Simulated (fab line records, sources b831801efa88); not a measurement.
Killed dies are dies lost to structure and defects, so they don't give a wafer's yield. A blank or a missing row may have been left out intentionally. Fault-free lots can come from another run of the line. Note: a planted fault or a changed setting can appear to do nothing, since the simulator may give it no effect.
fab line records | flow sky130
record lots=15 | wafers=44 | lastDay=49
route steps=708 shown FIELD_ISO@18 PAD_OPEN@708
lots untouched by any fault: they come from a run of this same line in which no faults occurred
startH: hours from the record's opening day to when the first of the lot's shown wafers began | waitH: hours since the lot's step before | " the same as in the row above | L1.1+2: a single row standing in for several wafers | - either no value or no given start | * or withheld: withheld | < > ~ a bound
route shown NAME@n: a module of which the file shows steps, and the number in the route of the first | usual: mean and standard deviation over wafers with no fault | same: alike in all rows | chamber/n: place in a boat | sites: the reading at each site | _std_site: the standard deviation of these | _edge_site: the outer-site mean with the inner-site mean subtracted | radiusMm: how far each site lies from the wafer's centre | mask NAME#n: copy n | behind: the tool/chamber that last shaped the wafer | hold: reason for holding the lot/hours on hold/outcome of the hold | device: the n, p or np transistor that did not switch | end of line: tests of these same wafers at the route's end | a step without rows: its recipe alone | killed: not the wafer's yield, but the dies lost to structure and defects at the first sort | map: a wafer's dies, marking killed ones x, the rest . and places with no die _
set.NAME: the setting that was run; set.NAME@STEP: the one run at that earlier step | model.NAME: the simulator's own value behind a step, which no gauge read
the route's steps for a sample of lots (tables are steps, rows are wafers)
services: from which hour (startH, from the record's first day; less than 0 if before it) a tool's chamber was out of use, for how many hours, and why
## steps
# step SKY_FIELD_ISO_ETCH_17
# recipe targetDepthA=3420 | maskMaterial=Si3N4 | chemistry=HBr/Cl2/O2 | target=Si | taperDeg=5 | icpW=600 | biasW=150 | pressureMtorr=15 | HBr_flow_sccm=150 | Cl2_flow_sccm=40 | O2_flow_sccm=6 | timeS=97.7
# usual drypumpMotorCurrentA=5.6/0.67 | oesProductAu=1.006/0.007 | runLengthS=126.0/0.37 | throttleValvePct=25.653/0.01
lot.wafer | tool     | chamber | startH | waitH | drypumpMotorCurrentA | oesProductAu | rfHoursCounterH | runLengthS | throttleValvePct
L390.1    | rieSi-01 | 2       | 30.51  | 0.1   | 4.9                  | 0.998        | 3               | 126.1      | 25.659
L390.4    | "        | 1       | "      | "     | 4.8                  | 1.011        | 138             | 126.2      | 25.660
L390.6    | "        | 0       | "      | "     | 6.4                  | 0.999        | -               | 126.0      | 25.626
L391.4    | rieSi-01 | 1       | 36.16  | 0.0   | 4.8                  | 1.022        | 138             | 126.0      | 25.630
L391.5    | "        | 2       | "      | "     | 4.9                  | 1.015        | -               | 126.2      | 25.644
L391.6    | "        | 3       | "      | "     | 6.2                  | 0.996        | -               | 125.4      | 25.640
L392.1    | rieSi-02 | 0       | 40.52  | 0.1   | 6.3                  | 1.013        | 87              | 125.8      | 25.657
L392.3    | "        | 2       | "      | "     | 5.2                  | 1.007        | 109             | 125.7      | 25.660
L392.6    | "        | 2       | "      | "     | 5.3                  | 0.999        | -               | 125.4      | 25.645
L393.1    | rieSi-01 | 2       | 43.81  | 0.1   | 4.9                  | 1.004        | 3               | 126.1      | 25.665
L393.3    | "        | 3       | "      | "     | 6.2                  | 0.993        | 10              | 125.8      | 25.663
L393.5    | "        | 1       | "      | "     | 4.9                  | 1.010        | -               | 126.0      | 25.636
L395.2    | rieSi-02 | 0       | 54.72  | 0.1   | 6.3                  | 1.008        | 88              | 125.9      | 25.637
L395.3    | "        | 1       | "      | "     | 5.6                  | 0.995        | 118             | 126.9      | 25.659
L395.6    | "        | 0       | "      | "     | 6.3                  | 1.007        | -               | 126.2      | 25.667
L396.1    | rieSi-02 | 0       | 60.28  | 0.1   | 6.3                  | 1.000        | 88              | 125.8      | 25.651
L396.2    | "        | 3       | "      | "     | 5.7                  | 0.995        | 50              | 126.7      | 25.674
L396.5    | "        | 2       | "      | "     | 5.2                  | 1.003        | -               | 125.5      | 25.647
L397.3    | rieSi-02 | 1       | 64.56  | 0.0   | 5.6                  | 1.016        | 118             | 126.6      | 25.649
L397.4    | "        | 3       | "      | "     | 5.7                  | 0.999        | 50              | 126.0      | 25.664
L397.5    | "        | 3       | "      | "     | 5.7                  | 1.018        | -               | 126.3      | 25.637
L398.1    | rieSi-01 | 1       | 70.26  | 0.1   | 4.8                  | 1.008        | 138             | 126.8      | 25.645
L398.3    | "        | 0       | "      | "     | 6.4                  | 0.992        | 118             | 125.9      | 25.663
L398.4    | "        | 3       | "      | "     | 6.2                  | 1.003        | 10              | 125.9      | 25.649
L399.2    | rieSi-01 | 0       | 75.87  | 0.1   | 6.4                  | 1.009        | 118             | 126.0      | 25.652
L399.4    | "        | 3       | "      | "     | 6.2                  | 1.003        | 10              | 125.7      | 25.663
L399.6    | "        | 3       | "      | "     | 6.2                  | 1.009        | -               | 125.3      | 25.632
L400.2    | rieSi-02 | 3       | 80.63  | 0.1   | 5.7                  | 0.998        | 50              | 126.1      | 25.650
L400.3    | "        | 1       | "      | "     | 5.6                  | 1.007        | 118             | 126.7      | 25.647
L400.5    | "        | 0       | "      | "     | 6.3                  | 1.002        | -               | 125.9      | 25.648
L401.2    | rieSi-02 | 3       | 88.36  | 0.1   | 5.7                  | 1.000        | 50              | 126.1      | 25.647
L401.4    | "        | 1       | "      | "     | 5.6                  | 1.011        | 118             | 126.5      | 25.650
L401.5    | "        | 0       | "      | "     | 6.3                  | 0.997        | -               | 125.7      | 25.651
L402.2    | rieSi-01 | 1       | 91.31  | 0.1   | 4.8                  | 1.019        | 139             | 126.3      | 25.640
L402.3    | "        | 0       | "      | "     | 6.4                  | 1.002        | 118             | 125.8      | 25.657
L402.6    | "        | 3       | "      | "     | 6.2                  | 0.999        | -               | 126.0      | 25.656
L408.2    | rieSi-01 | 0       | 122.78 | 0.1   | 6.4                  | 1.011        | 118             | 115.6      | 25.663
L408.3    | "        | 3       | "      | "     | 6.2                  | 1.009        | 11              | 115.3      | 25.655
L409.2    | rieSi-01 | 2       | 129.06 | 0.1   | 4.9                  | 1.000        | 4               | 116.5      | 25.644
L409.3    | "        | 0       | "      | "     | 6.4                  | 1.007        | 119             | 116.3      | 25.651
L409.5    | "        | 1       | "      | "     | 4.8                  | 1.003        | -               | 126.1      | 25.659
L410.1    | rieSi-01 | 2       | 132.97 | 0.1   | 4.9                  | 1.010        | 4               | 126.1      | 25.654
L410.2    | "        | 3       | "      | "     | 6.2                  | 1.012        | 11              | 115.3      | 25.665
L410.6    | "        | 2       | "      | "     | 4.9                  | 1.012        | -               | 125.9      | 25.661
# step SKY_PAD_OPEN_PROBE_99
# usual killed_at_M0_to_M3=44/6.8 | killed_at_M4_up=3.2/1.7 | killedAtContacts=24/4.9 | killedAtFrontEnd=14/4.1 | killedAtOther=0.2/0.51 | killedDies=85/8.7 | killedOpen=46/6.8 | killedShort=39/6.1
# same grossDies=492 | killedAtBackSide=0
lot.wafer | tool      | chamber | startH  | waitH | killed_at_M0_to_M3 | killed_at_M4_up | killedAtContacts | killedAtFrontEnd | killedAtOther | killedDies | killedOpen | killedShort
L402.2    | prober-02 | -       | 1144.71 | 0.1   | 51                 | 6               | 28               | 9                | 1             | 95         | 54         | 41
L402.3    | prober-02 | -       | 1144.76 | 0.2   | 40                 | 2               | 22               | 17               | 0             | 81         | 44         | 37
L402.6    | prober-02 | -       | 1144.91 | 0.2   | 41                 | 4               | 20               | 14               | 1             | 80         | 53         | 27
# killed by level:class
L402.2 VIA1:geometricParticle:open=19 LI_CONTACT:geometricParticle:open=8 CONTACT:geometricParticle:open=8 METAL1:geometricParticle:short=6 VIA2:geometricParticle:open=6 METAL2:geometricParticle:short=5 LOCAL_INTERCONNECT:geometricParticle:short=4 CONTACT:geometricParticle:short=4
L402.3 VIA1:geometricParticle:open=11 CONTACT:geometricParticle:open=9 FIELD_ISO:geometricParticle:short=6 METAL2:geometricParticle:short=6 VIA1:geometricParticle:short=5 VIA2:geometricParticle:open=5 FIELD_ISO:geometricParticle:open=4 CONTACT:geometricParticle:short=4
L402.6 VIA3:geometricParticle:open=12 CONTACT:geometricParticle:open=10 VIA1:geometricParticle:open=7 LI_CONTACT:geometricParticle:open=5 VIA2:geometricParticle:open=5 METAL1:geometricParticle:short=4 METAL2:geometricParticle:short=4 POLY_GATE:geometricParticle:open=3
## services
tool     | chamber | startH | hours | kind
rieSi-02 | -       | 67.56  | 0.5   | repair
rieSi-01 | -       | 88.08  | 0.3   | repair
rieSi-02 | -       | 88.50  | 79.5  | repair
rieSi-01 | 1       | 130.40 | -     | clean
rieSi-01 | 1       | 130.40 | 15.0  | scheduledDown
rieSi-01 | 1       | 130.40 | 15.0  | ventCycle
## key
firstSign step=SKY_FIELD_ISO_ETCH_17 | reading=runLengthS | direction=down | sigmas=27 | usual=* | struck=*
effect none on later readings
metAt SKY_FIELD_ISO_ETCH_17
struckLots L408,L409,L410
struckWafers L408.2,L408.3,L409.2,L409.3,L410.2
testerLeftOut L408,L409,L410
onsetBetween 91.31 122.78
fault kind=processParameterDrift | tool=rieSi-01 | chamber=- | onsetH=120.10 | steps=SKY_FIELD_ISO_ETCH_17 | channel=timeS | offset=* | shape=step | endH=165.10 | scope=struckWafersOnly | actsIn=* | stated=*
# testerLeftOut: of these lots the tester's yield and bins aren't shown, on N5 and GAA mostly nor the transistor test; their killed dies are dies lost to structure and defects alone, not to doping, threshold or leakage, so they don't give the yield
